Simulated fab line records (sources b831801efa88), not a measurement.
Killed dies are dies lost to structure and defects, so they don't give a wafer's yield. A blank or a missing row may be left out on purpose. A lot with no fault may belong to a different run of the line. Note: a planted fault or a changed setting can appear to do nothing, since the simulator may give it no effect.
The tool behind it: which one? | flow gf180mcu | 11 lots, 33 wafers sampled, at 4 steps of a route of 602

== WHAT THE GAUGES SHOWED, per wafer ==
GF_NWELL_TW_MEAS_11. Usual: for NWELL_TW the level is 1568 and the standard deviation is 9.9.
lot  | measured    | on            | NWELL_TW       | flag
L685 | day 3 13:43 | film metro-02 | 1561 1572 1570 |
L686 | day 3 18:46 | film metro-02 | 1563 1558 1575 |
L688 | day 4 04:59 | film metro-02 | 1568 1561 1573 |
L689 | day 4 11:02 | film metro-04 | 1579 1577 1581 |
L695 | day 5 21:32 | film metro-01 | 1552 1546 1561 |
L696 | day 6 01:20 | film metro-02 | 1572 1567 1568 |
L697 | day 6 05:10 | film metro-04 | 1580 1581 1578 |
L701 | day 7 09:02 | film metro-01 | 1566 1572 1563 |
L702 | day 7 10:38 | film metro-04 | 1576 1573 1587 |
L706 | day 8 10:36 | film metro-01 | 1559 1559 1555 |
L707 | day 8 13:14 | film metro-01 | 1566 1560 1561 |

GF_DUAL_GATE_OVL_MEAS_11. Usual: for DUAL_GATE_OVL the level is 0.5 nm and the standard deviation is 1.5.
lot  | measured     | on         | DUAL_GATE_OVL (nm) | flag
L685 | day 8 15:26  | overlay-02 | 1.6 0.3 0.7        |
L686 | day 8 22:59  | overlay-02 | 0.8 2.0 0.2        |
L688 | day 9 10:54  | overlay-01 | -1.9 0.7 0.0       |
L689 | day 9 19:21  | overlay-01 | -2.0 1.0 -0.4      |
L695 | day 11 15:24 | overlay-01 | 0.1 1.2 0.0        |
L696 | day 11 18:25 | overlay-01 | 0.9 -0.2 0.5       |
L697 | day 11 22:39 | overlay-02 | 1.4 1.7 1.2        |
L701 | day 13 12:48 | overlay-02 | 1.6 0.7 1.3        |
L702 | day 13 13:06 | overlay-02 | 1.3 -0.7 3.1       |
L706 | day 14 18:36 | overlay-02 | 2.7 0.5 1.6        |
L707 | day 15 01:18 | overlay-02 | -0.8 -1.5 -0.3     |

GF_POLY_GATE_THK_MEAS_01. Usual: for POLY_GATE_CVD_00_THK the level is 199.9 nm and the standard deviation is 2.
lot  | measured     | on            | POLY_GATE_CVD_00_THK (nm) | flag
L685 | day 8 18:36  | film metro-02 | 198.7 199.6 200.0         |
L686 | day 9 03:29  | film metro-02 | 197.9 198.9 199.4         |
L688 | day 9 14:09  | film metro-03 | 197.2 195.2 196.9         |
L689 | day 9 23:54  | film metro-02 | 203.1 202.3 201.5         |
L695 | day 11 19:57 | film metro-03 | 200.6 200.7 200.7         |
L696 | day 11 21:35 | film metro-02 | 156.2 157.1 156.2         | OFF
L697 | day 12 03:23 | film metro-03 | 156.2 155.4 157.5         | OFF
L701 | day 13 17:23 | film metro-02 | 196.4 197.2 197.6         |
L702 | day 13 17:23 | film metro-03 | 199.3 200.0 199.1         |
L706 | day 15 00:05 | film metro-02 | 201.8 198.6 201.0         |
L707 | day 15 04:27 | film metro-03 | 199.8 198.6 198.2         |

== WHICH TOOL RAN EACH LOT (tool, then ch and the chambers of the sampled wafers, then the start) ==
lot  | GF_POLY_GATE_CVD_00
L685 | lpcvd-01 ch 1, day 8 17:15
L686 | lpcvd-01 ch 0, day 9 01:28
L688 | lpcvd-02 ch 0, day 9 12:49
L689 | lpcvd-02 ch 1, day 9 22:34
L695 | lpcvd-01 ch 0, day 11 18:37
L696 | lpcvd-02 ch 0, day 11 20:13
L697 | lpcvd-02 ch 1, day 12 02:03
L701 | lpcvd-01 ch 1, day 13 16:03
L702 | lpcvd-01 ch 1, day 13 16:03
L706 | lpcvd-01 ch 1, day 14 22:05
L707 | lpcvd-02 ch 0, day 15 03:07
- GF_POLY_GATE_CVD_00: deposits poly-Si, target thk 200 nm, time 1200 s.

== WHAT THE TOOLS THEMSELVES READ (means of the sampled wafers that have a number; where no wafer has one, the mark that the record gives instead) ==
GF_POLY_GATE_CVD_00. Usual: value, then standard deviation, for each; spike tc bottom C 640.3 C / 1.7; spike tc centre C 620.2 C / 1.4; spike tc lower C 620.7 C / 1.3; spike tc top C 638 C / 3.4; spike tc upper C 619.5 C / 1.3; zone power lower pct 8.8 % / 0.47; zone power upper pct 8.6 % / 0.81.
lot  | tool     | spike tc bottom C (C) | spike tc centre C (C) | spike tc lower C (C) | spike tc top C (C) | spike tc upper C (C) | zone power lower pct (%) | zone power upper pct (%) | flag
L685 | lpcvd-01 | 642.1                 | 621.6                 | 620.5                | 642                | 618.5                | 9.1                      | 7.7                      |
L686 | lpcvd-01 | 641.0                 | 619.9                 | 618.8                | 633                | 620.1                | 7.5                      | 8.0                      |
L688 | lpcvd-02 | 638.1                 | 619.5                 | 620.9                | 635                | 618.9                | 9.3                      | 9.4                      |
L689 | lpcvd-02 | 640.3                 | 618.7                 | 621.2                | 640                | 621.4                | 8.7                      | 9.3                      |
L695 | lpcvd-01 | 641.4                 | 621.0                 | 618.9                | 633                | 619.6                | 7.6                      | 7.9                      |
L696 | lpcvd-02 | 627.3                 | 609.2                 | 611.2                | 624                | 608.8                | 9.0                      | 9.1                      | OFF
L697 | lpcvd-02 | 628.5                 | 608.9                 | 610.0                | 629                | 610.3                | 8.5                      | 8.9                      | OFF
L701 | lpcvd-01 | 642.8                 | 621.5                 | 620.1                | 640                | 618.4                | 9.0                      | 7.6                      |
L702 | lpcvd-01 | 642.6                 | 621.2                 | 620.9                | 641                | 618.0                | 8.9                      | 7.6                      |
L706 | lpcvd-01 | 641.2                 | 621.4                 | 619.4                | 642                | 618.5                | 9.1                      | 7.7                      |
L707 | lpcvd-02 | 638.2                 | 619.5                 | 620.7                | 634                | 619.6                | 9.4                      | 9.4                      |

== THE ANSWER, worked out from the rows above alone ==
Rule: lot off if the mean of its wafers having a number is beyond 3 standard deviations from the usual mean. Also off: a lot with no number at a reading for which 4 or more lots have one. All remaining lots with rows at the step are treated as sound. Order of review: gauges by route order, followed by the tools' own readings, for which a lot's mean as printed above is used. At the first step where some lot is off, the reading lying furthest off is the one used; lots without a number count as furthest.
Off: L696, L697, seen at GF_POLY_GATE_THK_MEAS_01 (POLY_GATE_CVD_00_THK).
A tool fits if, at a process step before that reading, it ran every lot that is off, and no sound lot after the first of them. The gauges at GF_POLY_GATE_THK_MEAS_01 aren't tried: what is off there is off at GF_POLY_GATE_CVD_00 too, on other tools, and a gauge's error can't cause that. None of those tried fits.

== WHAT WAS PUT IN BY THE SIMULATOR ==
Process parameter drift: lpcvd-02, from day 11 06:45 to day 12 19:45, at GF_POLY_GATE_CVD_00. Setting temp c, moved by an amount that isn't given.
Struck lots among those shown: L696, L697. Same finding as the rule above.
